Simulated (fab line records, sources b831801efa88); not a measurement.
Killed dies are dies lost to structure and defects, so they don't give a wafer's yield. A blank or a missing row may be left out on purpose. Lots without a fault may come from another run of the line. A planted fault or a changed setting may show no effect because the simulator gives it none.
Which tool did it? | flow sky130 | 12 lots, 36 wafers sampled, at 2 steps of a route of 708

WHAT THE GAUGES READ, wafer by wafer
SKY_METAL1_CD_MEAS_15: target cd 140 nm.
lot  | measured     | on        | cd_nm (nm)
L238 | day 33 09:44 | cd_sem-01 | 144.2 142.2 142.0
L243 | day 34 16:08 | cd_sem-01 | 140.2 140.3 139.5
L246 | day 35 15:05 | cd_sem-02 | 140.4 140.7 141.9
L247 | day 36 00:08 | cd_sem-01 | 140.3 139.2 138.7
L248 | day 36 09:11 | cd_sem-02 | 143.6 142.0 140.9
L249 | day 36 14:37 | cd_sem-01 | 140.1 140.6 140.7
L253 | day 37 17:23 | cd_sem-02 | 139.7 141.6 140.9
L254 | day 38 04:45 | cd_sem-02 | 140.0 140.2 139.0
L257 | day 38 22:57 | cd_sem-02 | 137.7 137.1 137.0
L259 | day 39 12:41 | cd_sem-01 | 140.2 140.7 141.1
L260 | day 39 20:34 | cd_sem-01 | 140.1 141.1 140.8
L261 | day 40 01:29 | cd_sem-01 | 139.1 139.4 140.1

WHICH TOOL RAN EACH LOT (tool, then ch and the chambers of the sampled wafers, then the start)
lot  | SKY_LI_CONTACT_CVD_21
L238 | cvd_w-02 ch 0,1, day 29 19:01
L243 | cvd_w-01 ch 0,1, day 31 04:25
L246 | cvd_w-01 ch 0,1, day 32 02:05
L247 | cvd_w-01 ch 0,1, day 32 13:26
L248 | cvd_w-01 ch 0,1, day 32 22:28
L249 | cvd_w-01 ch 0,1, day 33 03:34
L253 | cvd_w-02 ch 0,1, day 34 06:53
L254 | cvd_w-01 ch 0,1, day 34 18:49
L257 | cvd_w-02 ch 0,1, day 35 13:16
L259 | cvd_w-02 ch 0,1, day 36 04:32
L260 | cvd_w-01 ch 0,1, day 36 11:55
L261 | cvd_w-02 ch 0,1, day 36 16:31
- SKY_LI_CONTACT_CVD_21: deposits W, target thk 400 nm, time 120.56 s.

WHAT THE TOOLS THEMSELVES READ (means of the sampled wafers that have a number; where no wafer has one, the mark that the record gives instead)
SKY_LI_CONTACT_CVD_21.
lot  | tool     | heater_power_w (W)
L238 | cvd_w-02 | 873
L243 | cvd_w-01 | 737
L246 | cvd_w-01 | 727
L247 | cvd_w-01 | 737
L248 | cvd_w-01 | 725
L249 | cvd_w-01 | 735
L253 | cvd_w-02 | 899
L254 | cvd_w-01 | 737
L257 | cvd_w-02 | 886
L259 | cvd_w-02 | 906
L260 | cvd_w-01 | 732
L261 | cvd_w-02 | 902

THE ANSWER, worked out from the rows above alone
Rule: what is usual is taken from the lots themselves. Put in order of their means at a reading, lots are off if they are a third of the lots or fewer, leave a main group of 4 or more, and stand apart from it by a gap of 3 or more times the standard deviation of the main group's means; of several such gaps the widest counts. A main group whose means are all the same, to the digits that the tables above print for the reading, isn't used. A lot without any number at a reading at which 4 lots or more have one is off too. The other lots that the step has rows for count as sound. The gauges are gone through in route order, then the tools' own readings, and for those a lot's mean is taken as printed above. The first step at which some lot is off is used, and at that step the reading that is off furthest; a lot without a number counts as furthest.
No lot is off at any reading shown: from this, nothing can be told.

WHAT THE SIMULATOR HAD PUT IN
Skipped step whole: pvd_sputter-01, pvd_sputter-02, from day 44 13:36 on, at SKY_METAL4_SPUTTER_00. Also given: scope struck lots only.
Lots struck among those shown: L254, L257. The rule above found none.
